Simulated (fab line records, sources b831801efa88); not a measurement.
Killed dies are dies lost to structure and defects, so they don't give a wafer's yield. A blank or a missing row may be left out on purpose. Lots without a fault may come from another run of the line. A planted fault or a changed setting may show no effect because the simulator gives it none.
Tool commonality check | flow gf180mcu | 12 lots, 36 wafers sampled

WHY IT WAS OPENED
At GF_PSD_RS_MEAS_14 the reading NSD_RS is flagged on 2 of 12 lots. Wafers without a fault read 46.09 ohm/sq, standard deviation 0.095.
Rule: a lot is flagged when every wafer of it that has a number lies more than 4 standard deviations from that mean, or none has a number. The other lots count as sound.

lot  | measured     | on            | NSD_RS (ohm/sq), wafer by wafer | flag
L984 | day 14 22:15 | film_metro-02 | 46.12 46.08 46.10               |
L987 | day 16 01:47 | film_metro-04 | 48.35 48.36 48.34               | FLAGGED
L988 | day 16 10:58 | film_metro-02 | 48.29 48.42 48.31               | FLAGGED
L989 | day 16 19:13 | film_metro-01 | 45.97 46.17 46.24               |
L997 | day 19 14:05 | film_metro-02 | 46.19 46.21 46.13               |
L998 | day 19 23:29 | film_metro-01 | 46.10 46.04 46.21               |
L999 | day 20 05:21 | film_metro-04 | 46.11 46.10 46.24               |
L100 | day 20 18:07 | film_metro-04 | 46.06 46.08 46.10               |
L101 | day 20 23:20 | film_metro-01 | 46.04 46.03 46.11               |
L103 | day 21 15:05 | film_metro-02 | 45.97 46.04 46.02               |
L104 | day 21 22:33 | film_metro-04 | 46.25 46.09 46.06               |
L105 | day 22 04:08 | film_metro-02 | 46.01 46.02 45.99               |
The numbers of the flagged lots are 48.34 ohm/sq on average: +2.25 ohm/sq against the usual, or +24 standard deviations.

WHICH TOOL RAN EACH LOT
The record holds 2 process steps before the reading, out of a route of 602 steps. In each cell: the tool, then ch and the chambers that the sampled wafers went through, then the start.
lot  | flag    | GF_NSD_IMPLANT_09               | GF_NSD_STRIP_11
L984 |         | implanter-01 ch 0, day 14 00:19 | plasma_asher-04 ch 0,1, day 14 00:37
L987 | FLAGGED | implanter-01 ch 0, day 15 03:20 | plasma_asher-04 ch 0,1, day 15 03:36
L988 | FLAGGED | implanter-01 ch 0, day 15 12:45 | plasma_asher-02 ch 0,1, day 15 13:03
L989 |         | implanter-04 ch 0, day 15 20:10 | plasma_asher-04 ch 0,1, day 15 20:28
L997 |         | implanter-04 ch 0, day 18 12:48 | plasma_asher-03 ch 0,1, day 18 13:05
L998 |         | implanter-01 ch 0, day 18 22:22 | plasma_asher-03 ch 0,1, day 18 22:38
L999 |         | implanter-04 ch 0, day 19 04:12 | plasma_asher-03 ch 0,1, day 19 04:30
L100 |         | implanter-04 ch 0, day 19 17:27 | plasma_asher-04 ch 0,1, day 19 17:43
L101 |         | implanter-01 ch 0, day 19 22:03 | plasma_asher-02 ch 0,1, day 19 22:20
L103 |         | implanter-01 ch 0, day 20 13:42 | plasma_asher-03 ch 0,1, day 20 13:59
L104 |         | implanter-01 ch 0, day 20 21:16 | plasma_asher-03 ch 0,1, day 20 21:34
L105 |         | implanter-03 ch 0, day 21 03:26 | plasma_asher-03 ch 0,1, day 21 03:42
What these steps do:
- GF_NSD_IMPLANT_09
- GF_NSD_STRIP_11: strips in O2/N2.
- GF_PSD_RS_MEAS_14: measures by four-point-probe.

FLAGGED OVER TOTAL, TOOL BY TOOL (the gauges that took the reading come last)
step              | tool            | lots run | flagged | share of the flagged lots | sound lots run after its first flagged lot
GF_NSD_IMPLANT_09 | implanter-01    | 7        | 2       | all                       | 4 (L998,L101,L103,L104)
GF_NSD_IMPLANT_09 | implanter-03    | 1        | 0       | none                      | -
GF_NSD_IMPLANT_09 | implanter-04    | 4        | 0       | none                      | -
GF_NSD_STRIP_11   | plasma_asher-02 | 2        | 1       | some                      | 1 (L101)
GF_NSD_STRIP_11   | plasma_asher-03 | 6        | 0       | none                      | -
GF_NSD_STRIP_11   | plasma_asher-04 | 4        | 1       | some                      | 2 (L989,L100)
GF_PSD_RS_MEAS_14 | film_metro-01   | 3        | 0       | none                      | -
GF_PSD_RS_MEAS_14 | film_metro-02   | 5        | 1       | some                      | 3 (L997,L103,L105)
GF_PSD_RS_MEAS_14 | film_metro-04   | 4        | 1       | some                      | 3 (L999,L100,L104)

WHAT THE TABLE ALLOWS
1 row of the table ran every flagged lot: implanter-01 at GF_NSD_IMPLANT_09.
- implanter-01 at GF_NSD_IMPLANT_09: 2 of its 7 lots flagged. Sound lots ran on it after the first flagged one (L998, L101, L103, L104), which a lasting fault on the whole tool wouldn't allow. Its own readings lie more than 4 standard deviations out on every wafer of the flagged lots: beam_energy_keV.
No row of the table ran every flagged lot and no sound lot after the first.

WHAT THE SIMULATOR HAD PUT IN
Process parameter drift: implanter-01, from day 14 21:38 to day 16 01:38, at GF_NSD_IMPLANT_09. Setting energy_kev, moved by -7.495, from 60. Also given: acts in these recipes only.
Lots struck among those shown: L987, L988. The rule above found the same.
